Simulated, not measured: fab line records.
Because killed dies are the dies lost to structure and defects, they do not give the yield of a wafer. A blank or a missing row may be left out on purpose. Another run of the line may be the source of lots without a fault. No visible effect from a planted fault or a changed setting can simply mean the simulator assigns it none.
fab line records -- flow sky130
record: lots: 6, wafers: 18, last-day: 50
route steps=708 shown FIELD_ISO@4 PAD_OPEN@708
lots untouched by any fault: they come from a run of this same line in which no faults occurred
start-h: hours from the record's first day to the start of the lot's first wafer shown -- wait-h: hours since the lot's step before -- " repeats the value in the row above -- L1.1+2: a single row standing in for several wafers -- - either no value or no given start -- * or withheld: withheld -- < > ~ a bound
route shown NAME@n: names a module that has steps shown in the file, with the first one's number in the route -- usual: the fault-free wafers' mean and standard deviation -- same: alike in all rows -- chamber/n: place in a boat -- sites: each site's reading -- _std_site: how widely they spread, as a standard deviation -- _edge_site: outer sites' mean less inner sites' -- radius-mm: how far each site lies from the wafer's centre -- mask NAME#n: copy n -- behind: the tool/chamber that last shaped the wafer -- hold: cause of the lot's hold/its duration in hours/its outcome -- device: names the non-switching transistor (n, p or np) -- end of line: at the end of the route, the tests of the same wafers -- a step without rows: its recipe alone -- killed: the dies lost at the first sort to structure and to defects; this is not the yield of the wafer -- map: a wafer's dies, x killed, . not, _ none there
set.NAME: the run value of the setting; set.NAME@STEP: its run value at that earlier step -- model.NAME: the simulator's own value behind a step, which no gauge read
a table for each step, a row for each wafer; lots at some steps of the route
services: a tool's chamber out of use, with start hour (start-h, from the record's first day; less than 0 if before it), hours out, and reason
== steps ==
step: SKY_FIELD_ISO_CVD_03
recipe: material: Si3N4, precursor: DCS/NH3, target-thk-nm: 165, temp-c: 770, time-s: 2830, pressure-mtorr: 250
step: SKY_FIELD_ISO_THK_MEAS_04
recipe: reads: Si3N4_of_FIELD_ISO_CVD_03
usual: FIELD_ISO_CVD_03_THK: 163.9/1.8
lot.wafer,tool,chamber,start-h,wait-h,FIELD_ISO_CVD_03_THK[nm]
L625.2,film-metro-01,-,59.38,0.0,160.2
L625.5,film-metro-01,-,59.38,0.0,160.3
L625.6,film-metro-01,-,59.38,0.0,161.3
L628.1,film-metro-02,-,74.85,0.0,163.3
L628.2,film-metro-02,-,74.85,0.0,162.9
L628.3,film-metro-02,-,74.85,0.0,162.6
L630.3,film-metro-03,-,89.44,0.0,164.8
L630.5,film-metro-03,-,89.44,0.0,164.4
L630.6,film-metro-03,-,89.44,0.0,165.5
L631.3,film-metro-01,-,89.44,0.0,160.6
L631.4,film-metro-01,-,89.44,0.0,161.5
L631.5,film-metro-01,-,89.44,0.0,162.4
L635.1,film-metro-02,-,109.62,0.0,167.7
L635.2,film-metro-02,-,109.62,0.0,167.1
L635.3,film-metro-02,-,109.62,0.0,168.1
L639.4,film-metro-02,-,128.95,0.0,164.7
L639.5,film-metro-02,-,128.95,0.0,165.9
L639.6,film-metro-02,-,128.95,0.0,166.0
step: SKY_FIELD_ISO_DEHYDRATE_05
recipe: temp-c: 200, time-s: 60
step: SKY_FIELD_ISO_HMDS_06
recipe: prime-time-s: 61.96, prime-temp-c: 120
step: SKY_FIELD_ISO_COAT_07
recipe: resist: BARC, temp-c: withheld, time-s: withheld, spin-rpm: 3000, resist-thk-nm: 60
step: SKY_FIELD_ISO_COAT_08
recipe: resist: KrF-thick, spin-rpm: 3000, resist-thk-nm: 450
step: SKY_FIELD_ISO_SOFTBAKE_09
recipe: temp-c: 100, time-s: 90, resist: KrF-thick
step: SKY_FIELD_ISO_EXPOSE_10
recipe: mask-id: FOM, na: 0.68, source-shape: annular, sigma-inner: 0.4, sigma-outer: 0.8, target-cd-nm: 150, dose-mj: 27.45
step: SKY_FIELD_ISO_PEB_11
recipe: peb-temp-c: withheld, peb-time-s: withheld, resist: KrF-thick
step: SKY_FIELD_ISO_DEVELOP_12
recipe: develop-time-s: 60, resist: KrF-thick, dev-temp-c: 21
step: SKY_FIELD_ISO_CD_MEAS_13
recipe: target-cd-nm: 150
usual: cd-nm: 149.8/1.4
lot.wafer,tool,chamber,start-h,wait-h,cd-nm
L625.2,cd-sem-02,-,75.74,-,151.2
L625.5,cd-sem-02,-,75.74,-,151.5
L625.6,cd-sem-02,-,75.74,-,152.3
L628.1,cd-sem-02,-,91.83,-,150.8
L628.2,cd-sem-02,-,91.83,-,151.5
L628.3,cd-sem-02,-,91.83,-,150.5
L630.3,cd-sem-01,-,105.71,-,150.7
L630.5,cd-sem-01,-,105.71,-,151.1
L630.6,cd-sem-01,-,105.71,-,151.0
L631.3,cd-sem-02,-,106.05,-,148.9
L631.4,cd-sem-02,-,106.05,-,149.2
L631.5,cd-sem-02,-,106.05,-,148.7
L635.1,cd-sem-02,-,127.57,-,149.1
L635.2,cd-sem-02,-,127.57,-,148.9
L635.3,cd-sem-02,-,127.57,-,149.0
L639.4,cd-sem-02,-,148.19,-,147.1
L639.5,cd-sem-02,-,148.19,-,147.5
L639.6,cd-sem-02,-,148.19,-,148.9
step: SKY_FIELD_ISO_ETCH_14
recipe: chemistry: N2/H2, target: BARC, ion-energy-ev: 200, source-w: 500, bias-w: 100, pressure-mtorr: 30, n2-flow-sccm: 100, h2-flow-sccm: 200, stop-on: SiO2, time-s: 45.9, target-depth-a: 600
usual: drypump-motor-current-A: 5.6/0.32, oes-product-au: 0.855/0.0046, rf-fwd-power-W: 494.2/2.1, throttle-valve-pct: 13.226/0.0088
lot.wafer,tool,chamber,start-h,wait-h,drypump-motor-current-A,oes-product-au,rf-fwd-power-W,rf-hours-counter-h,throttle-valve-pct
L625.2,rie-diel-02,2,75.84,0.1,5.9,0.861,494.5,100,13.217
L625.5,rie-diel-02,1,75.84,0.1,5.3,0.847,493.6,-,13.241
L625.6,rie-diel-02,2,75.84,0.1,5.9,0.850,497.3,-,13.231
L628.1,rie-diel-03,2,91.95,0.1,5.7,0.854,494.7,6,13.222
L628.2,rie-diel-03,0,91.95,0.1,5.0,0.846,492.9,59,13.221
L628.3,rie-diel-03,1,91.95,0.1,5.8,0.863,492.8,2,13.227
L630.3,rie-diel-02,3,105.79,0.1,6.2,0.855,490.3,109,13.228
L630.5,rie-diel-02,3,105.79,0.1,6.2,0.853,488.1,-,13.226
L630.6,rie-diel-02,0,105.79,0.1,5.6,0.852,494.4,-,13.228
L631.3,rie-diel-03,3,106.13,0.1,5.4,0.870,495.0,15,13.230
L631.4,rie-diel-03,0,106.13,0.1,5.0,0.854,495.3,60,13.221
L631.5,rie-diel-03,3,106.13,0.1,5.4,0.853,494.1,-,13.243
L635.1,rie-diel-02,1,127.69,0.1,5.3,0.853,493.4,63,13.229
L635.2,rie-diel-02,0,127.69,0.1,5.5,0.860,495.7,127,13.231
L635.3,rie-diel-02,3,127.69,0.1,6.2,0.853,488.9,109,13.227
L639.4,rie-diel-03,1,148.25,0.0,5.8,0.857,492.1,3,13.220
L639.5,rie-diel-03,1,148.25,0.0,5.8,0.851,491.9,-,13.235
L639.6,rie-diel-03,0,148.25,0.0,5.1,0.854,494.2,-,13.222
step: SKY_FIELD_ISO_ETCH_15
recipe: chemistry: CHF3/O2, target-depth-nm: 180, stop-on: Si, source-w: 600, bias-w: 200, pressure-mtorr: 40, chf3-flow-sccm: 50, O2_flow_sccm: 5, time-s: 72
usual: drypump-motor-current-A: 5.6/0.32, oes-product-au: 0.942/0.0077, rf-fwd-power-W: 595.0/2.2, throttle-valve-pct: 8.842/0.0097
lot.wafer,tool,chamber,start-h,wait-h,drypump-motor-current-A,oes-product-au,rf-fwd-power-W,rf-hours-counter-h,throttle-valve-pct,model.KrF-thick_of_FIELD_ISO_COAT_08.thk-nm,model.etch.depth-nm
L625.2,rie-diel-02,2,75.88,0.0,5.9,0.925,597.1,100,8.831,238.7,160.3
L625.5,rie-diel-02,1,75.88,0.0,5.3,0.937,593.5,-,8.837,234.5,160.3
L625.6,rie-diel-02,2,75.88,0.0,5.9,0.932,598.5,-,8.839,238.5,161.5
L628.1,rie-diel-03,2,91.99,0.0,5.7,0.930,594.0,6,8.825,231.5,163.3
L628.2,rie-diel-03,0,91.99,0.0,5.1,0.939,595.2,59,8.852,239.3,162.9
L628.3,rie-diel-03,1,91.99,0.0,5.8,0.946,592.8,2,8.834,239.3,162.5
L630.3,rie-diel-02,3,105.83,0.0,6.1,0.879,590.7,109,8.835,266.2,144
L630.5,rie-diel-02,3,105.83,0.0,6.2,0.879,590.1,-,8.830,265.8,144
L630.6,rie-diel-02,0,105.83,0.0,5.5,0.891,597.3,-,8.813,261.9,148
L631.3,rie-diel-03,3,106.17,0.0,5.4,0.937,596.5,15,8.837,234.7,160.6
L631.4,rie-diel-03,0,106.17,0.0,5.1,0.936,597.4,60,8.838,239.2,161.6
L631.5,rie-diel-03,3,106.17,0.0,5.4,0.946,594.1,-,8.847,232.7,162.3
L635.1,rie-diel-02,1,127.73,0.0,5.3,0.903,592.3,63,8.823,262.4,152.2
L635.2,rie-diel-02,0,127.73,0.0,5.6,0.882,598.4,127,8.838,267,147.3
L635.3,rie-diel-02,3,127.73,0.0,6.2,0.866,589.2,109,8.812,273.2,142.9
L639.4,rie-diel-03,1,148.29,0.0,5.8,0.950,594.8,3,8.855,236.5,164.9
L639.5,rie-diel-03,1,148.29,0.0,5.8,0.947,593.7,-,8.851,238,165.8
L639.6,rie-diel-03,0,148.29,0.0,5.0,0.948,594.3,-,8.839,239.1,165.9
step: SKY_FIELD_ISO_STRIP_16
recipe: chemistry: O2/N2, power-w: 1400, pressure-mtorr: 1500, platen-temp-c: withheld, o2-flow-sccm: 3000, n2-flow-sccm: 300, overash-fraction: 0.5
usual: drypump-motor-current-A: 5.73/0.25, oes-product-au: 0.378/0.0049, strip-time-to-endpoint-s: 3.56/0.052
lot.wafer,tool,chamber,start-h,wait-h,drypump-motor-current-A,oes-product-au,rf-hours-counter-h,strip-time-to-endpoint-s
L625.2,plasma-asher-02,0,75.94,0.0,5.72,0.379,29,3.58
L625.5,plasma-asher-02,0,75.94,0.0,5.74,0.368,-,3.51
L625.6,plasma-asher-02,1,75.94,0.0,5.46,0.382,-,3.57
L628.1,plasma-asher-02,1,92.05,0.0,5.45,0.380,30,3.50
L628.2,plasma-asher-02,0,92.05,0.0,5.74,0.375,30,3.58
L628.3,plasma-asher-02,1,92.05,0.0,5.46,0.386,-,3.57
L630.3,plasma-asher-02,1,105.92,0.1,5.47,0.391,-,3.86
L630.5,plasma-asher-02,0,105.92,0.1,5.73,0.387,-,3.85
L630.6,plasma-asher-02,1,105.92,0.1,5.49,0.379,-,3.81
L631.3,plasma-asher-04,1,106.26,0.1,5.79,0.375,-,3.54
L631.4,plasma-asher-04,0,106.26,0.1,6.17,0.377,-,3.60
L631.5,plasma-asher-04,1,106.26,0.1,5.80,0.374,-,3.51
L635.1,plasma-asher-01,1,127.79,0.0,5.44,0.381,1,3.82
L635.2,plasma-asher-01,0,127.79,0.0,6.01,0.389,1,3.87
L635.3,plasma-asher-01,0,127.79,0.0,5.99,0.392,-,3.95
L639.4,plasma-asher-02,1,148.38,0.1,5.47,0.381,-,3.55
L639.5,plasma-asher-02,0,148.38,0.1,5.70,0.373,-,3.56
L639.6,plasma-asher-02,1,148.38,0.1,5.49,0.380,-,3.58
step: SKY_FIELD_ISO_ETCH_17
recipe: target-depth-a: 3420, mask-material: Si3N4, chemistry: HBr/Cl2/O2, target: Si, taper-deg: 5, icp-w: 600, bias-w: 150, pressure-mtorr: 15, HBr_flow_sccm: 150, Cl2_flow_sccm: 40, O2_flow_sccm: 6, time-s: 97.7
usual: drypump-motor-current-A: 5.6/0.43, oes-product-au: 0.994/0.019, rf-fwd-power-W: 596.0/1.9, throttle-valve-pct: 25.660/0.015
lot.wafer,tool,chamber,start-h,wait-h,drypump-motor-current-A,oes-product-au,rf-fwd-power-W,rf-hours-counter-h,throttle-valve-pct
L625.2,rie-si-01,0,76.04,0.1,6.4,1.022,592.0,1,25.636
L625.5,rie-si-01,2,76.04,0.1,5.1,1.001,596.8,-,25.651
L625.6,rie-si-01,1,76.04,0.1,5.5,1.001,598.3,-,25.655
L628.1,rie-si-01,2,92.15,0.1,5.1,1.003,596.4,0,25.663
L628.2,rie-si-01,1,92.15,0.1,5.5,1.003,595.9,22,25.655
L628.3,rie-si-01,3,92.15,0.1,5.3,0.968,596.6,2,25.677
L630.3,rie-si-02,1,105.99,0.0,6.2,0.982,595.1,125,25.672
L630.5,rie-si-02,0,105.99,0.0,5.7,0.988,594.3,-,25.662
L630.6,rie-si-02,1,105.99,0.0,6.2,0.975,595.0,-,25.665
L631.3,rie-si-01,1,106.33,0.0,5.5,1.000,596.9,22,25.659
L631.4,rie-si-01,0,106.33,0.0,6.4,1.030,596.5,1,25.641
L631.5,rie-si-01,2,106.33,0.0,5.1,1.004,594.9,-,25.656
L635.1,rie-si-01,1,127.89,0.1,5.5,1.004,600.5,22,25.647
L635.2,rie-si-01,0,127.89,0.1,6.4,1.015,595.9,1,25.635
L635.3,rie-si-01,3,127.89,0.1,5.3,0.979,593.5,3,25.684
L639.4,rie-si-01,1,148.45,0.0,5.5,0.993,599.4,22,25.658
L639.5,rie-si-01,0,148.45,0.0,6.4,1.012,594.9,-,25.657
L639.6,rie-si-01,3,148.45,0.0,5.3,0.963,593.0,-,25.682
step: SKY_PAD_OPEN_PROBE_99
usual: killed_at_M0_to_M3: 42/7.1, killed_at_M4_up: 3.0/1.7, killed-at-contacts: 25/5, killed-at-front-end: 16/4.4, killed-at-other: 0.5/1.4, killed-dies: 87/9.2, killed-on-rim: 18/4.3, killed-open: 47/6.2, killed-short: 39/6.6
same: gross-dies: 492, killed-at-back-side: 0
lot.wafer,tool,chamber,start-h,wait-h,killed_at_M0_to_M3,killed_at_M4_up,killed-at-contacts,killed-at-front-end,killed-at-other,killed-dies,killed-on-rim,killed-open,killed-short
L625.2,prober-02,-,1136.35,0.1,38,4,27,21,1,91,19,52,38
L625.5,prober-02,-,1136.50,0.2,52,2,19,15,0,88,16,35,53
L625.6,prober-02,-,1136.55,0.2,47,3,27,13,0,90,25,42,48
L628.1,prober-02,-,1154.07,0.1,48,0,26,17,0,91,13,52,39
L628.2,prober-02,-,1154.12,0.1,48,5,34,9,1,97,21,45,52
L628.3,prober-02,-,1154.17,0.2,42,4,33,15,0,94,18,58,35
L630.3,prober-01,-,1158.59,0.2,43,4,27,418,0,492,96,40,38
L630.5,prober-01,-,1158.69,0.2,36,0,24,431,0,491,95,41,29
L630.6,prober-01,-,1158.74,0.2,50,2,23,405,0,480,96,55,34
L635.1,prober-01,-,1177.43,0.1,47,1,20,350,0,418,54,47,39
L635.2,prober-01,-,1177.48,0.1,43,2,24,422,1,492,96,50,32
L635.3,prober-01,-,1177.53,0.2,42,4,18,428,0,492,96,39,37
killed by level:class
L625.2 CONTACT:geometric-particle:open=11 VIA1:geometric-particle:open=9 LI_CONTACT:geometric-particle:open=7 FIELD_ISO:geometric-particle:open=6 METAL2:geometric-particle:short=6 METAL1:geometric-particle:short=6 VIA3:geometric-particle:open=6 POLY_GATE:geometric-particle:short=5
L625.5 VIA1:geometric-particle:open=10 METAL2:geometric-particle:short=8 METAL1:geometric-particle:short=7 VIA2:geometric-particle:open=7 VIA1:geometric-particle:short=6 FIELD_ISO:geometric-particle:open=5 CONTACT:geometric-particle:short=5 LOCAL_INTERCONNECT:geometric-particle:short=5
L625.6 VIA1:geometric-particle:open=9 CONTACT:geometric-particle:short=8 METAL2:geometric-particle:short=8 VIA2:geometric-particle:open=7 CONTACT:geometric-particle:open=6 VIA3:geometric-particle:open=6 FIELD_ISO:geometric-particle:short=5 POLY_GATE:geometric-particle:open=5
L628.1 VIA1:geometric-particle:open=11 CONTACT:geometric-particle:open=10 LI_CONTACT:geometric-particle:open=8 FIELD_ISO:geometric-particle:short=7 VIA2:geometric-particle:open=7 VIA3:geometric-particle:open=6 METAL2:geometric-particle:short=5 FIELD_ISO:geometric-particle:open=4
L628.2 CONTACT:geometric-particle:short=10 CONTACT:geometric-particle:open=10 LI_CONTACT:geometric-particle:open=8 VIA1:geometric-particle:open=8 METAL2:geometric-particle:short=7 VIA3:geometric-particle:open=7 METAL1:geometric-particle:short=6 FIELD_ISO:geometric-particle:short=5
L628.3 CONTACT:geometric-particle:open=16 VIA1:geometric-particle:open=10 METAL2:geometric-particle:short=8 CONTACT:geometric-particle:short=7 VIA2:geometric-particle:open=6 FIELD_ISO:geometric-particle:open=5 VIA3:geometric-particle:open=5 VIA1:geometric-particle:short=5
L630.3 FIELD_ISO:area-etch=413 CONTACT:geometric-particle:open=13 METAL1:geometric-particle:short=9 VIA2:geometric-particle:open=7 LOCAL_INTERCONNECT:geometric-particle:short=6 VIA1:geometric-particle:open=6 VIA3:geometric-particle:open=5 LI_CONTACT:geometric-particle:open=3
L630.5 FIELD_ISO:area-etch=419 CONTACT:geometric-particle:open=10 VIA1:geometric-particle:open=8 CONTACT:geometric-particle:short=7 METAL2:geometric-particle:short=6 VIA3:geometric-particle:open=6 VIA2:geometric-particle:open=5 FIELD_ISO:geometric-particle:open=4
L630.6 FIELD_ISO:area-etch=391 VIA1:geometric-particle:open=13 CONTACT:geometric-particle:open=10 VIA3:geometric-particle:open=8 LI_CONTACT:geometric-particle:open=7 VIA2:geometric-particle:open=6 METAL1:geometric-particle:short=5 VIA1:geometric-particle:short=5
L635.1 FIELD_ISO:area-etch=332 VIA1:geometric-particle:open=14 VIA2:geometric-particle:open=8 CONTACT:geometric-particle:open=7 VIA1:geometric-particle:short=7 POLY_GATE:geometric-particle:open=6 LI_CONTACT:geometric-particle:short=6 METAL1:geometric-particle:short=6
L635.2 FIELD_ISO:area-etch=409 VIA1:geometric-particle:open=11 VIA2:geometric-particle:open=10 CONTACT:geometric-particle:open=9 VIA3:geometric-particle:open=7 CONTACT:geometric-particle:short=6 METAL1:geometric-particle:short=6 FIELD_ISO:geometric-particle:open=5
L635.3 FIELD_ISO:area-etch=416 CONTACT:geometric-particle:open=7 VIA1:geometric-particle:open=7 VIA3:geometric-particle:open=6 METAL1:geometric-particle:short=6 VIA2:geometric-particle:open=6 POLY_GATE:geometric-particle:short=4 LI_CONTACT:geometric-particle:open=4
map L630.3 (x killed, . not)
__________xxxxxxxxxx_________
________xxxxxxxxxxxxxx_______
______xxxxxxxxxxxxxxxxxx_____
_____xxxxxxxxxxxxxxxxxxxx____
____xxxxxxxxxxxxxxxxxxxxxx___
___xxxxxxxxxxxxxxxxxxxxxxxx__
__xxxxxxxxxxxxxxxxxxxxxxxxxx_
_xxxxxxxxxxxxxxxxxxxxxxxxxxxx
_xxxxxxxxxxxxxxxxxxxxxxxxxxxx
_xxxxxxxxxxxxxxxxxxxxxxxxxxxx
_xxxxxxxxxxxxxxxxxxxxxxxxxxxx
_xxxxxxxxxxxxxxxxxxxxxxxxxxxx
_xxxxxxxxxxxxxxxxxxxxxxxxxxxx
_xxxxxxxxxxxxxxxxxxxxxxxxxxxx
_xxxxxxxxxxxxxxxxxxxxxxxxxxxx
__xxxxxxxxxxxxxxxxxxxxxxxxxx_
___xxxxxxxxxxxxxxxxxxxxxxxx__
____xxxxxxxxxxxxxxxxxxxxxx___
_____xxxxxxxxxxxxxxxxxxxx____
______xxxxxxxxxxxxxxxxxx_____
________xxxxxxxxxxxxxx_______
__________xxxxxxxxxx_________
map L635.2 (x killed, . not)
__________xxxxxxxxxx_________
________xxxxxxxxxxxxxx_______
______xxxxxxxxxxxxxxxxxx_____
_____xxxxxxxxxxxxxxxxxxxx____
____xxxxxxxxxxxxxxxxxxxxxx___
___xxxxxxxxxxxxxxxxxxxxxxxx__
__xxxxxxxxxxxxxxxxxxxxxxxxxx_
_xxxxxxxxxxxxxxxxxxxxxxxxxxxx
_xxxxxxxxxxxxxxxxxxxxxxxxxxxx
_xxxxxxxxxxxxxxxxxxxxxxxxxxxx
_xxxxxxxxxxxxxxxxxxxxxxxxxxxx
_xxxxxxxxxxxxxxxxxxxxxxxxxxxx
_xxxxxxxxxxxxxxxxxxxxxxxxxxxx
_xxxxxxxxxxxxxxxxxxxxxxxxxxxx
_xxxxxxxxxxxxxxxxxxxxxxxxxxxx
__xxxxxxxxxxxxxxxxxxxxxxxxxx_
___xxxxxxxxxxxxxxxxxxxxxxxx__
____xxxxxxxxxxxxxxxxxxxxxx___
_____xxxxxxxxxxxxxxxxxxxx____
______xxxxxxxxxxxxxxxxxx_____
________xxxxxxxxxxxxxx_______
__________xxxxxxxxxx_________
== services ==
tool,chamber,start-h,hours,kind
rie-si-02,0,60.30,14.2,repair
plasma-asher-01,-,66.94,3.0,repair
plasma-asher-04,-,71.70,10.0,repair
rie-si-01,0,78.16,6.5,repair
rie-diel-03,3,81.17,9.3,repair
rie-si-02,2,93.08,8.2,repair
plasma-asher-01,-,108.75,9.0,pm
plasma-asher-01,0,108.75,9.0,vent-cycle
plasma-asher-01,1,108.75,9.0,vent-cycle
plasma-asher-01,0,117.75,-,clean
plasma-asher-01,1,117.75,-,clean
rie-si-02,0,119.50,6.5,repair
rie-diel-02,2,126.26,9.9,repair
== key ==
first-sign: step: SKY_FIELD_ISO_ETCH_15, reading: oes-product-au, direction: down, sigmas: 7.6, usual: 0.942, struck: 0.883
effect: step: SKY_FIELD_ISO_ETCH_15, reading: throttle-valve-pct, direction: down, sigmas: 1.7, usual: 8.842, struck: 8.825, wafers-moved: 3
effect: step: SKY_FIELD_ISO_STRIP_16, reading: strip-time-to-endpoint-s, direction: up, sigmas: 5.8, usual: *, struck: *
effect: step: SKY_PAD_OPEN_PROBE_99, reading: killed-at-front-end, direction: up, sigmas: 90, usual: 16, struck: 409
model-effect: step: SKY_FIELD_ISO_ETCH_15, value: KrF-thick_of_FIELD_ISO_COAT_08.thk-nm, without: 240.2, struck: 266.1
more-kills-born-at: SKY_FIELD_ISO_ETCH_15@rie-diel-02: 2380
met-at SKY_FIELD_ISO_ETCH_15
struck-wafers L630.3,L630.5,L630.6,L635.1,L635.2,L635.3
later-rows-left-out L630.3,L630.5,L630.6,L635.1,L635.2,L635.3
tester-left-out L630,L635
onset-between 75.88 105.83
fault: kind: process-parameter-drift, tool: rie-diel-02, chamber: -, onset-h: 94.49, steps: SKY_FIELD_ISO_ETCH_15, channel: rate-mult, offset: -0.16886, shape: step, end-h: 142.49
tester-left-out: of these lots the tester's yield and bins aren't shown, on N5 and GAA mostly nor the transistor test; their killed dies are dies lost to structure and defects alone, not to doping, threshold or leakage, so they don't give the yield
later-rows-left-out: the simulator's readings of these wafers behind a module that went badly wrong aren't trusted and aren't shown, but for the sort
